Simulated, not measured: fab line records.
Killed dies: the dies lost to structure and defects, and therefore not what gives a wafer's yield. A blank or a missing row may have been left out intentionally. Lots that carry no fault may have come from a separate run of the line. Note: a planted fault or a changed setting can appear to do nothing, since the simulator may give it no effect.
fab line records	flow sky130
[record] lots = 11	wafers = 33	last_day = 50
route steps=708 shown LDD_HVN@276 SD_P@328 METAL1@452 PASSIVATION@681 PAD_OPEN@708
lots that met no fault: from a run of the same line without faults
start_h: hours from the record's first day to the start of the lot's first wafer shown	wait_h: hours elapsed since this lot's preceding step	" unchanged from the row above	L1.1+2: several wafers, shown together as one row	- either no value or no given start	* or withheld: withheld	< > ~ a bound
route shown NAME@n: a module of which the file shows steps, and the number in the route of the first	usual: mean/standard deviation taken from wafers without a fault	same: alike in all rows	chamber/n: place in a boat	sites: readings site by site	_std_site: standard deviation across them	_edge_site: inner sites' mean taken away from outer sites' mean	radius_mm: how far each site lies from the wafer's centre	mask NAME#n: copy n	behind: the tool/chamber that last shaped the wafer	hold: reason for holding the lot/hours on hold/outcome of the hold	device: which transistor (n, p or np) failed to switch	end of line: at the end of the route, the tests of the same wafers	for a step that has no rows: nothing shown but its recipe	killed: at the first sort, the dies lost to defects and structure; wafer yield is something else	map: a wafer's dies, marking killed ones x, the rest . and places with no die _
set.NAME: the setting as run; set.NAME@STEP: as run at that earlier step	model.NAME: the simulator's own value behind a step, which no gauge read
one table for each step of the route and one row for each wafer, over a sample of lots
services: a tool's chamber out of use, with start hour (start_h, from the record's first day; less than 0 if before it), hours out, and reason
[[steps]]
[step SKY_LDD_HVN_STRIP_09]
[recipe] chemistry = O2/N2	power_w = 1400	pressure_mtorr = 1500	platen_temp_c = withheld	o2_flow_sccm = 3000	n2_flow_sccm = 300	overash_fraction = 0.5
[usual] chamber_pressure_mTorr = 1500.0/1.5	drypump_motor_current_A = 5.5/0.46	oes_product_au = 0.408/0.0044	strip_time_to_endpoint_s = 4.134/0.012
lot.wafer	tool	chamber	start_h	wait_h	chamber_pressure_mTorr	drypump_motor_current_A	oes_product_au	rf_hours_counter_h	strip_time_to_endpoint_s
L965.2	plasma_asher-04	1	508.10	0.1	1499.4	5.9	0.409	67	4.144
L965.3	"	1	"	"	1500.2	5.9	0.410	-	4.163
L965.4	"	0	"	"	1498.6	5.0	0.415	-	4.156
L969.1	plasma_asher-01	0	526.55	0.1	1499.1	5.8	0.407	9	4.141
L969.2	"	1	"	"	1501.5	4.9	0.412	9	4.143
L969.6	"	1	"	"	1499.0	4.9	0.412	-	4.104
L968.2	plasma_asher-01	1	526.90	0.1	1502.5	4.9	0.414	9	4.124
L968.5	"	0	"	"	1500.3	5.8	0.408	-	4.135
L968.6	"	1	"	"	1501.5	4.9	0.412	-	4.128
L970.1	plasma_asher-03	1	527.75	0.1	1499.8	5.6	0.419	84	4.135
L970.4	"	0	"	"	1498.0	6.2	0.399	-	4.115
L970.6	"	0	"	"	1500.0	6.2	0.409	-	4.139
L972.1	plasma_asher-01	1	551.10	0.1	1500.2	4.9	0.404	12	4.125
L972.2	"	0	"	"	1500.5	5.8	0.406	12	4.115
L972.4	"	0	"	"	1499.7	5.8	0.420	-	4.126
L977.4	plasma_asher-01	1	593.29	0.1	1502.3	4.9	0.409	-	4.132
L977.5	"	1	"	"	1497.6	4.9	0.405	-	4.125
L977.6	"	0	"	"	1496.5	5.8	0.408	-	4.136
L980.1	plasma_asher-04	0	607.55	0.1	1500.7	5.0	0.401	78	4.121
L980.4	"	1	"	"	1501.8	5.9	0.411	-	4.135
L980.5	"	1	"	"	1499.8	5.9	0.410	-	4.133
L979.1	plasma_asher-03	1	612.58	0.1	1500.1	5.6	0.406	87	4.149
L979.2	"	0	"	"	1499.5	6.2	0.404	87	4.127
L979.4	"	1	"	"	1502.2	5.6	0.403	-	4.130
L981.1	plasma_asher-01	0	618.00	0.1	1498.0	5.8	0.402	21	4.133
L981.3	"	0	"	"	1501.0	5.8	0.406	-	4.147
L981.5	"	0	"	"	1498.5	5.8	0.410	-	4.139
L982.1	plasma_asher-01	1	624.98	0.1	1498.5	4.9	0.403	21	4.151
L982.2	"	0	"	"	1498.4	5.8	0.405	21	4.147
L982.4	"	0	"	"	1502.5	5.7	0.415	-	4.142
L985.1	plasma_asher-03	0	649.60	0.1	1499.4	6.2	0.406	91	4.145
L985.5	"	0	"	"	1500.6	6.2	0.412	-	4.135
L985.6	"	1	"	"	1497.8	5.5	0.407	-	4.129
[step SKY_SD_P_OVL_MEAS_08]
[usual] SD_P_OVL = -0.2/1.5
lot.wafer	tool	chamber	start_h	wait_h	SD_P_OVL[nm]
L965.2	overlay-02	-	629.92	0.1	-2.2
L965.3	"	-	"	"	-0.3
L965.4	"	-	"	"	-2.0
L969.1	overlay-01	-	646.23	0.1	0.7
L969.2	"	-	"	"	0.8
L969.6	"	-	"	"	-0.8
L970.1	overlay-02	-	647.06	0.1	0.6
L970.4	"	-	"	"	1.3
L970.6	"	-	"	"	1.1
L968.2	overlay-01	-	648.77	0.1	0.5
L968.5	"	-	"	"	-2.0
L968.6	"	-	"	"	-1.4
L972.1	overlay-02	-	670.89	0.1	1.3
L972.2	"	-	"	"	0.9
L972.4	"	-	"	"	1.8
L977.4	overlay-01	-	709.40	0.1	1.8
L977.5	"	-	"	"	2.4
L977.6	"	-	"	"	2.7
L980.1	overlay-01	-	722.18	0.1	0.0
L980.4	"	-	"	"	0.5
L980.5	"	-	"	"	-0.4
L979.1	overlay-02	-	727.78	0.1	-0.6
L979.2	"	-	"	"	0.5
L979.4	"	-	"	"	-0.1
L981.1	overlay-01	-	732.63	0.1	-1.4
L981.3	"	-	"	"	-1.8
L981.5	"	-	"	"	-0.4
L982.1	overlay-01	-	739.76	0.1	-1.8
L982.2	"	-	"	"	-0.5
L982.4	"	-	"	"	-0.5
L985.1	overlay-01	-	763.34	0.1	1.1
L985.5	"	-	"	"	1.0
L985.6	"	-	"	"	2.3
[step SKY_METAL1_ETCH_18]
[recipe] chemistry = N2/H2	target = BARC	ion_energy_ev = 200	bias_w = 100	pressure_mtorr = 30	n2_flow_sccm = 100	h2_flow_sccm = 200	icp_w = 500	stop_on = SiO2	time_s = 45.9	target_depth_a = 600
[usual] chamber_pressure_mTorr = 30.000/0.028	drypump_motor_current_A = 5.8/0.55	oes_product_au = 0.855/0.0047	throttle_valve_pct = 13.225/0.0096
lot.wafer	tool	chamber	start_h	wait_h	chamber_pressure_mTorr	drypump_motor_current_A	oes_product_au	rf_hours_counter_h	throttle_valve_pct
L965.2	rie_metal-02	0	801.86	0.0	30.016	5.1	0.848	13	13.223
L965.3	"	0	"	"	29.980	5.1	0.851	-	13.240
L965.4	"	1	"	"	30.002	6.0	0.848	-	13.224
L969.1	rie_metal-02	0	814.05	0.0	29.991	5.1	0.860	14	13.220
L969.2	"	1	"	"	30.036	6.0	0.856	3	13.215
L969.6	"	1	"	"	30.017	6.0	0.846	-	13.231
L970.1	rie_metal-03	0	818.40	0.0	29.980	6.5	0.849	3	13.245
L970.4	"	0	"	"	30.008	6.4	0.854	-	13.222
L970.6	"	1	"	"	29.976	5.1	0.849	-	13.216
L968.2	rie_metal-04	0	821.15	0.0	29.940	6.6	0.856	9	13.220
L968.5	"	1	"	"	30.005	5.4	0.857	-	13.224
L968.6	"	0	"	"	29.953	6.6	0.856	-	13.222
L972.1	rie_metal-02	0	839.64	0.0	29.987	5.1	0.853	15	13.236
L972.2	"	1	"	"	29.925	6.0	0.857	4	13.210
L972.4	"	0	"	"	30.018	5.1	0.864	-	13.243
L977.4	rie_metal-02	0	876.42	0.0	29.970	5.1	0.852	-	13.220
L977.5	"	1	"	"	30.002	6.0	0.855	-	13.225
L977.6	"	0	"	"	30.013	5.1	0.859	-	13.215
L980.1	rie_metal-02	1	888.71	0.0	30.013	6.0	0.844	7	13.217
L980.4	"	0	"	"	30.029	5.1	0.851	-	13.210
L980.5	"	1	"	"	29.998	6.0	0.856	-	13.217
L979.1	rie_metal-04	1	892.55	0.0	30.006	5.4	0.856	9	13.218
L979.2	"	0	"	"	29.955	6.6	0.857	12	13.240
L979.4	"	1	"	"	29.987	5.4	0.856	-	13.235
L981.1	rie_metal-02	1	896.85	0.0	30.004	6.0	0.858	7	13.227
L981.3	"	0	"	"	30.032	5.1	0.855	-	13.232
L981.5	"	0	"	"	30.022	5.1	0.858	-	13.227
L982.1	rie_metal-04	1	904.21	0.0	30.015	5.4	0.853	10	13.226
L982.2	"	0	"	"	30.000	6.5	0.853	12	13.225
L982.4	"	1	"	"	29.998	5.4	0.853	-	13.214
L985.1	rie_metal-03	1	928.29	0.0	30.050	5.1	0.854	16	13.226
L985.5	"	1	"	"	29.976	5.1	0.855	-	13.225
L985.6	"	0	"	"	30.067	6.4	0.864	-	13.220
[step SKY_PASSIVATION_CVD_00]
[recipe] material = SiO2	target_thk_nm = 90	temp_c = 400	time_s = withheld	rf_w = 600
[usual] heater_power_outer_w = 389/67	heater_power_w = 689/130
lot.wafer	tool	chamber	start_h	wait_h	heater_power_outer_w	heater_power_w
L965.2	pecvd-03	0	1060.33	0.0	498	854
L965.3	"	0	"	"	502	827
L965.4	"	1	"	"	302	538
L969.1	pecvd-03	2	1069.65	0.0	410	734
L969.2	"	0	"	"	420	752
L969.6	"	1	"	"	354	630
L970.1	pecvd-03	0	1071.18	0.0	-	-
L970.4	"	2	"	"	-	-
L970.6	"	0	"	"	-	-
L968.2	pecvd-01	2	1074.52	0.0	-	-
L968.5	"	1	"	"	-	-
L968.6	"	2	"	"	-	-
L972.1	pecvd-01	1	1090.54	0.0	316	534
L972.2	"	0	"	"	358	611
L972.4	"	2	"	"	521	970
L977.4	pecvd-01	0	1118.89	0.0	349	596
L977.5	"	1	"	"	358	593
L977.6	"	2	"	"	434	826
L980.1	pecvd-03	0	1128.71	0.0	428	783
L980.4	"	1	"	"	371	628
L980.5	"	2	"	"	325	622
L979.1	pecvd-03	1	1132.11	0.0	326	594
L979.2	"	0	"	"	400	726
L979.4	"	1	"	"	349	600
L981.1	pecvd-01	1	1136.01	0.0	322	568
L981.3	"	0	"	"	378	639
L981.5	"	1	"	"	332	550
L982.1	pecvd-01	1	1140.18	0.0	378	624
L982.2	"	0	"	"	393	648
L982.4	"	1	"	"	386	609
L985.1	pecvd-03	1	1158.74	0.0	351	607
L985.5	"	0	"	"	482	807
L985.6	"	2	"	"	358	643
[step SKY_PAD_OPEN_PROBE_99]
[usual] defect_limited_yield = 82.3/1.9	killed_at_M0_to_M3 = 44/6.5	killed_at_M4_up = 3.3/1.9	killed_at_contacts = 24/5.3	killed_at_front_end = 15/4.5	killed_at_other = 0.3/0.58	killed_dies = 87/9.3	killed_on_rim = 17/4.2	killed_open = 48/6.6	killed_short = 39/6.1	sort_bin_3_pad_short = 0.9/0.46	sort_bin_5_function = 10.5/1.6	sort_bin_6_memory = 6.3/1.1	sort_n_pass = 405/9.3	sort_yield_pct = 82.3/1.9
[same] gross_dies = 492	killed_at_back_side = 0	sort_bin_4_leakage[%] = 0	sort_bin_8_speed[%] = 0
lot.wafer	tool	chamber	start_h	wait_h	defect_limited_yield[%]	killed_at_M0_to_M3	killed_at_M4_up	killed_at_contacts	killed_at_front_end	killed_at_other	killed_dies	killed_on_rim	killed_open	killed_short	sort_bin_3_pad_short[%]	sort_bin_5_function[%]	sort_bin_6_memory[%]	sort_n_pass	sort_yield_pct[%]
L965.2	prober-01	-	1104.78	0.1	83.5	37	4	23	17	0	81	15	45	36	1.2	10.2	5.1	411	83.5
L965.3	prober-01	-	1104.83	0.2	84.3	37	2	27	11	0	77	16	49	28	0.2	9.8	5.7	415	84.3
L965.4	prober-01	-	1104.88	0.2	82.9	50	2	16	15	1	84	19	46	38	1.2	8.9	6.9	408	82.9
L969.1	prober-02	-	1114.48	0.1	81.5	56	1	21	13	0	91	18	56	35	0.4	10.6	7.5	401	81.5
L969.2	prober-02	-	1114.53	0.1	79.5	46	3	34	18	0	101	17	58	43	0.8	13.6	6.1	391	79.5
L969.6	prober-02	-	1114.73	0.2	83.7	44	0	23	13	0	80	12	42	38	1.2	7.7	7.3	412	83.7
L970.1	prober-01	-	1115.79	0.1	82.7	40	3	24	18	0	85	17	46	39	0.2	10.6	6.5	407	82.7
L970.4	prober-01	-	1115.94	0.2	82.5	50	2	26	7	1	86	15	56	30	0.2	10.4	6.9	406	82.5
L970.6	prober-01	-	1116.04	0.2	82.3	40	5	29	13	0	87	21	47	40	1.0	8.3	8.3	405	82.3
L968.2	prober-02	-	1118.14	0.1	83.9	38	6	26	8	1	79	15	46	33	0.6	9.3	6.1	413	83.9
L968.5	prober-02	-	1118.29	0.2	81.7	43	4	30	13	0	90	14	51	39	0.6	11.0	6.7	402	81.7
L968.6	prober-02	-	1118.34	0.2	85.6	36	3	22	10	0	71	18	41	30	0.8	7.5	6.1	421	85.6
L972.1	prober-02	-	1133.83	0.1	82.9	45	3	15	21	0	84	17	45	39	1.4	10.2	5.5	408	82.9
L972.2	prober-02	-	1133.88	0.1	85.0	35	0	22	17	0	74	17	42	32	0.8	9.6	4.7	418	85.0
L972.4	prober-02	-	1133.98	0.2	81.7	45	3	22	20	0	90	20	53	37	1.2	12.4	4.7	402	81.7
L977.4	prober-01	-	1159.76	0.2	81.3	47	8	23	14	0	92	30	44	48	1.0	9.1	8.5	400	81.3
L977.5	prober-01	-	1159.81	0.2	80.9	46	2	25	21	0	94	19	58	36	0.6	13.4	5.1	398	80.9
L977.6	prober-01	-	1159.86	0.2	82.9	41	2	27	14	0	84	22	51	33	0.2	12.0	4.9	408	82.9
L980.1	prober-01	-	1168.23	0.1	81.5	41	3	31	16	0	91	19	48	43	0.4	11.8	6.3	401	81.5
L980.4	prober-01	-	1168.38	0.2	81.7	39	1	35	14	1	90	18	50	40	0.8	10.6	6.9	402	81.7
L980.5	prober-01	-	1168.43	0.2	82.3	44	3	27	12	1	87	16	43	44	0.8	9.8	7.1	405	82.3
L979.1	prober-02	-	1170.65	0.1	80.3	44	7	32	14	0	97	25	45	52	1.6	8.7	9.3	395	80.3
L979.2	prober-02	-	1170.70	0.1	82.7	41	1	25	18	0	85	14	37	48	0.8	10.6	5.9	407	82.7
L979.4	prober-02	-	1170.80	0.2	85.8	37	3	24	5	1	70	10	37	33	0.8	7.1	6.3	422	85.8
L981.1	prober-01	-	1174.88	0.1	81.7	42	4	27	17	0	90	17	57	33	1.2	11.2	5.9	402	81.7
L981.3	prober-01	-	1174.98	0.2	79.3	55	4	30	13	0	102	20	53	49	1.2	13.2	6.3	390	79.3
L981.5	prober-01	-	1175.08	0.2	77.4	56	0	27	28	0	111	30	56	55	1.2	13.6	7.7	381	77.4
L982.1	prober-02	-	1177.75	0.1	85.4	31	3	25	13	0	72	16	38	34	0.8	8.3	5.5	420	85.4
L982.2	prober-02	-	1177.80	0.1	81.1	50	1	32	10	0	93	12	56	37	0.6	10.6	7.7	399	81.1
L982.4	prober-02	-	1177.90	0.2	83.3	34	5	27	15	1	82	23	43	39	0.2	10.0	6.5	410	83.3
L985.1	prober-01	-	1192.64	0.1	80.3	43	5	25	24	0	97	16	55	42	1.2	11.2	7.3	395	80.3
L985.5	prober-01	-	1192.84	0.2	81.9	40	1	34	14	0	89	20	54	35	0.8	10.0	7.3	403	81.9
L985.6	prober-01	-	1192.89	0.2	86.2	35	5	18	10	0	68	12	36	32	0.6	9.1	4.1	424	86.2
// killed by level:class
L965.2 VIA3:geometric_particle:open=9 CONTACT:geometric_particle:open=7 POLY_GATE:geometric_particle:short=6 LI_CONTACT:geometric_particle:open=6 VIA2:geometric_particle:short=5 LI_CONTACT:geometric_particle:short=5 VIA1:geometric_particle:open=5 VIA2:geometric_particle:open=5
L965.3 CONTACT:geometric_particle:open=15 VIA1:geometric_particle:open=10 LI_CONTACT:geometric_particle:open=7 VIA2:geometric_particle:open=6 VIA3:geometric_particle:open=4 METAL2:geometric_particle:short=4 FIELD_ISO:geometric_particle:short=3 CONTACT:geometric_particle:short=3
L965.4 VIA1:geometric_particle:open=13 VIA3:geometric_particle:open=9 LI_CONTACT:geometric_particle:open=7 METAL1:geometric_particle:short=7 FIELD_ISO:geometric_particle:short=5 CONTACT:geometric_particle:open=5 METAL2:geometric_particle:short=5 VIA1:geometric_particle:short=4
L969.1 VIA1:geometric_particle:open=18 CONTACT:geometric_particle:open=10 VIA1:geometric_particle:short=8 VIA2:geometric_particle:open=8 FIELD_ISO:geometric_particle:open=5 CONTACT:geometric_particle:short=4 METAL1:geometric_particle:short=4 VIA2:geometric_particle:short=4
L969.2 CONTACT:geometric_particle:open=14 VIA1:geometric_particle:open=14 LI_CONTACT:geometric_particle:open=9 VIA2:geometric_particle:open=7 METAL1:geometric_particle:short=5 VIA1:geometric_particle:short=5 METAL2:geometric_particle:short=5 FIELD_ISO:geometric_particle:short=4
L969.6 VIA1:geometric_particle:open=10 CONTACT:geometric_particle:open=9 METAL1:geometric_particle:short=7 VIA1:geometric_particle:short=7 LI_CONTACT:geometric_particle:open=5 VIA2:geometric_particle:open=5 POLY_GATE:geometric_particle:open=4 VIA2:geometric_particle:short=4
L970.1 VIA1:geometric_particle:open=9 VIA3:geometric_particle:open=8 CONTACT:geometric_particle:open=8 VIA2:geometric_particle:open=7 METAL1:geometric_particle:short=5 FIELD_ISO:geometric_particle:open=4 LI_CONTACT:geometric_particle:open=4 METAL2:geometric_particle:short=4
L970.4 VIA1:geometric_particle:open=16 VIA3:geometric_particle:open=9 LI_CONTACT:geometric_particle:open=7 CONTACT:geometric_particle:open=7 VIA2:geometric_particle:open=7 LI_CONTACT:geometric_particle:short=5 CONTACT:geometric_particle:short=4 VIA1:geometric_particle:short=4
L970.6 CONTACT:geometric_particle:short=10 VIA2:geometric_particle:open=10 VIA1:geometric_particle:open=8 LI_CONTACT:geometric_particle:open=6 CONTACT:geometric_particle:open=5 LOCAL_INTERCONNECT:geometric_particle:short=5 VIA2:geometric_particle:short=4 POLY_GATE:geometric_particle:open=3
L968.2 VIA1:geometric_particle:open=14 VIA2:geometric_particle:open=8 LI_CONTACT:geometric_particle:open=7 CONTACT:geometric_particle:open=7 LOCAL_INTERCONNECT:geometric_particle:short=6 LI_CONTACT:geometric_particle:short=4 METAL1:geometric_particle:short=4 METAL4:geometric_particle:short=4
L968.5 CONTACT:geometric_particle:open=9 LI_CONTACT:geometric_particle:open=8 VIA1:geometric_particle:open=8 VIA3:geometric_particle:open=7 LOCAL_INTERCONNECT:geometric_particle:short=7 VIA2:geometric_particle:open=7 FIELD_ISO:geometric_particle:short=6 LI_CONTACT:geometric_particle:short=4
L968.6 CONTACT:geometric_particle:open=8 LI_CONTACT:geometric_particle:open=7 VIA1:geometric_particle:open=7 VIA3:geometric_particle:open=7 CONTACT:geometric_particle:short=5 VIA1:geometric_particle:short=5 METAL2:geometric_particle:short=4 VIA2:geometric_particle:open=4
L972.1 VIA1:geometric_particle:open=12 VIA2:geometric_particle:open=9 FIELD_ISO:geometric_particle:short=8 METAL2:geometric_particle:short=7 CONTACT:geometric_particle:short=6 CONTACT:geometric_particle:open=6 POLY_GATE:geometric_particle:short=4 VIA1:geometric_particle:short=4
L972.2 POLY_GATE:geometric_particle:open=8 CONTACT:geometric_particle:open=8 VIA2:geometric_particle:open=8 LI_CONTACT:geometric_particle:open=7 METAL1:geometric_particle:short=6 POLY_GATE:geometric_particle:short=5 VIA1:geometric_particle:open=4 METAL2:geometric_particle:short=4
L972.4 VIA1:geometric_particle:open=16 POLY_GATE:geometric_particle:open=6 LI_CONTACT:geometric_particle:open=6 VIA2:geometric_particle:open=6 FIELD_ISO:geometric_particle:short=5 POLY_GATE:geometric_particle:short=5 CONTACT:geometric_particle:open=5 METAL2:geometric_particle:short=5
L977.4 VIA3:geometric_particle:open=9 CONTACT:geometric_particle:open=8 VIA1:geometric_particle:open=8 VIA3:geometric_particle:short=7 METAL4:geometric_particle:short=7 CONTACT:geometric_particle:short=6 METAL2:geometric_particle:short=5 LI_CONTACT:geometric_particle:open=5
L977.5 CONTACT:geometric_particle:open=12 VIA1:geometric_particle:open=12 FIELD_ISO:geometric_particle:open=8 METAL2:geometric_particle:short=6 VIA3:geometric_particle:open=6 POLY_GATE:geometric_particle:short=5 LI_CONTACT:geometric_particle:open=5 CONTACT:geometric_particle:short=5
L977.6 CONTACT:geometric_particle:open=16 VIA1:geometric_particle:open=9 METAL3:geometric_particle:short=6 VIA3:geometric_particle:open=6 LI_CONTACT:geometric_particle:open=5 METAL1:geometric_particle:short=5 POLY_GATE:geometric_particle:open=4 CONTACT:geometric_particle:short=4
L980.1 CONTACT:geometric_particle:open=11 VIA1:geometric_particle:open=9 VIA2:geometric_particle:open=8 LI_CONTACT:geometric_particle:open=7 LOCAL_INTERCONNECT:geometric_particle:short=7 METAL2:geometric_particle:short=5 VIA1:geometric_particle:short=4 VIA3:geometric_particle:open=4
L980.4 CONTACT:geometric_particle:open=11 LI_CONTACT:geometric_particle:open=10 VIA1:geometric_particle:open=8 LOCAL_INTERCONNECT:geometric_particle:short=6 CONTACT:geometric_particle:short=6 VIA3:geometric_particle:open=5 VIA1:geometric_particle:short=4 METAL2:geometric_particle:short=4
L980.5 LI_CONTACT:geometric_particle:open=9 VIA1:geometric_particle:open=9 VIA2:geometric_particle:open=7 LOCAL_INTERCONNECT:geometric_particle:short=6 METAL1:geometric_particle:short=6 VIA1:geometric_particle:short=5 METAL2:geometric_particle:short=5 CONTACT:geometric_particle:open=5
L979.1 VIA1:geometric_particle:open=12 CONTACT:geometric_particle:open=11 CONTACT:geometric_particle:short=8 METAL1:geometric_particle:short=7 METAL2:geometric_particle:short=6 VIA1:geometric_particle:short=5 METAL4:geometric_particle:short=5 FIELD_ISO:geometric_particle:short=4
L979.2 VIA1:geometric_particle:open=8 METAL2:geometric_particle:short=8 VIA3:geometric_particle:open=8 LI_CONTACT:geometric_particle:open=6 SPACER:geometric_particle:short=5 LI_CONTACT:geometric_particle:short=5 LOCAL_INTERCONNECT:geometric_particle:short=5 VIA3:geometric_particle:short=5
L979.4 CONTACT:geometric_particle:open=8 VIA1:geometric_particle:open=8 VIA1:geometric_particle:short=6 CONTACT:geometric_particle:short=5 LI_CONTACT:geometric_particle:open=5 VIA3:geometric_particle:open=5 VIA2:geometric_particle:open=4 LI_CONTACT:geometric_particle:short=3
L981.1 VIA1:geometric_particle:open=12 LI_CONTACT:geometric_particle:open=10 CONTACT:geometric_particle:open=8 FIELD_ISO:geometric_particle:open=6 POLY_GATE:geometric_particle:open=6 CONTACT:geometric_particle:short=6 VIA3:geometric_particle:open=6 METAL2:geometric_particle:short=5
L981.3 VIA1:geometric_particle:open=13 CONTACT:geometric_particle:open=9 LI_CONTACT:geometric_particle:open=7 CONTACT:geometric_particle:short=7 METAL2:geometric_particle:short=7 VIA1:geometric_particle:short=6 VIA2:geometric_particle:open=6 VIA3:geometric_particle:open=6
L981.5 VIA1:geometric_particle:open=12 VIA1:geometric_particle:short=9 LI_CONTACT:geometric_particle:open=8 CONTACT:geometric_particle:open=8 VIA3:geometric_particle:open=8 FIELD_ISO:geometric_particle:short=7 VIA3:geometric_particle:short=7 LOCAL_INTERCONNECT:geometric_particle:short=6
L982.1 VIA1:geometric_particle:open=12 LI_CONTACT:geometric_particle:open=9 FIELD_ISO:geometric_particle:short=6 CONTACT:geometric_particle:short=5 CONTACT:geometric_particle:open=5 VIA2:geometric_particle:open=4 METAL1:geometric_particle:short=4 POLY_GATE:geometric_particle:short=3
L982.2 VIA1:geometric_particle:open=13 CONTACT:geometric_particle:open=12 VIA1:geometric_particle:short=9 VIA3:geometric_particle:open=7 LI_CONTACT:geometric_particle:open=6 VIA2:geometric_particle:open=6 FIELD_ISO:geometric_particle:open=5 LOCAL_INTERCONNECT:geometric_particle:short=5
L982.4 VIA1:geometric_particle:open=15 LOCAL_INTERCONNECT:geometric_particle:short=11 CONTACT:geometric_particle:open=9 FIELD_ISO:geometric_particle:short=5 VIA1:geometric_particle:short=4 METAL4:geometric_particle:short=4 FIELD_ISO:geometric_particle:open=3 POLY_GATE:geometric_particle:open=3
L985.1 CONTACT:geometric_particle:open=16 VIA1:geometric_particle:open=10 VIA2:geometric_particle:open=8 POLY_GATE:geometric_particle:open=7 VIA3:geometric_particle:open=7 FIELD_ISO:geometric_particle:short=6 POLY_GATE:geometric_particle:short=6 METAL2:geometric_particle:short=6
L985.5 CONTACT:geometric_particle:open=15 VIA1:geometric_particle:open=10 LI_CONTACT:geometric_particle:open=9 VIA3:geometric_particle:open=6 METAL2:geometric_particle:short=6 METAL1:geometric_particle:short=5 VIA2:geometric_particle:open=5 POLY_GATE:geometric_particle:short=3
L985.6 VIA1:geometric_particle:open=10 CONTACT:geometric_particle:open=8 VIA1:geometric_particle:short=5 VIA2:geometric_particle:open=4 METAL4:geometric_particle:short=4 FIELD_ISO:geometric_particle:short=3 POLY_GATE:geometric_particle:open=3 LI_CONTACT:geometric_particle:open=3
[[services]]
tool	chamber	start_h	hours	kind
rie_metal-02	-	514.56	1.4	pm
pecvd-03	-	518.70	2.8	pm
pecvd-01	-	529.83	0.7	repair
rie_metal-02	0	568.03	10.8	repair
pecvd-01	2	584.27	4.9	repair
pecvd-01	-	585.10	14.6	pm
pecvd-03	1	598.75	2.0	repair
pecvd-03	-	688.29	14.6	pm
rie_metal-02	1	748.60	11.2	repair
pecvd-03	-	749.96	2.1	repair
pecvd-01	-	779.29	2.8	pm
plasma_asher-01	-	787.57	2.8	pm
pecvd-03	1	794.49	11.9	repair
pecvd-03	1	808.62	5.8	repair
rie_metal-02	1	815.48	4.7	repair
pecvd-03	-	873.85	0.9	repair
pecvd-03	1	929.24	6.7	repair
pecvd-03	-	931.95	28.1	pm
plasma_asher-01	-	982.33	1.3	repair
pecvd-03	-	1044.71	5.5	pm
pecvd-03	2	1058.14	7.7	repair
plasma_asher-01	-	1076.21	1.9	repair
rie_metal-02	-	1089.75	14.6	pm
pecvd-03	-	1145.30	0.7	repair
[[key]]
[first_sign] step = SKY_PASSIVATION_CVD_00	reading = tool_record	direction = missing
effect none on later readings
met_at SKY_PASSIVATION_CVD_00
struck_lots L968,L970
not_acting_at SKY_LDD_HVN_STRIP_09,SKY_SD_P_OVL_MEAS_08,SKY_METAL1_ETCH_18
onset_between 1069.65 1071.18
[fault] kind = skipped_step_whole	tool = pecvd-01,pecvd-03	chamber = -	onset_h = 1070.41	steps = SKY_PASSIVATION_CVD_00	scope = struck_lots_only
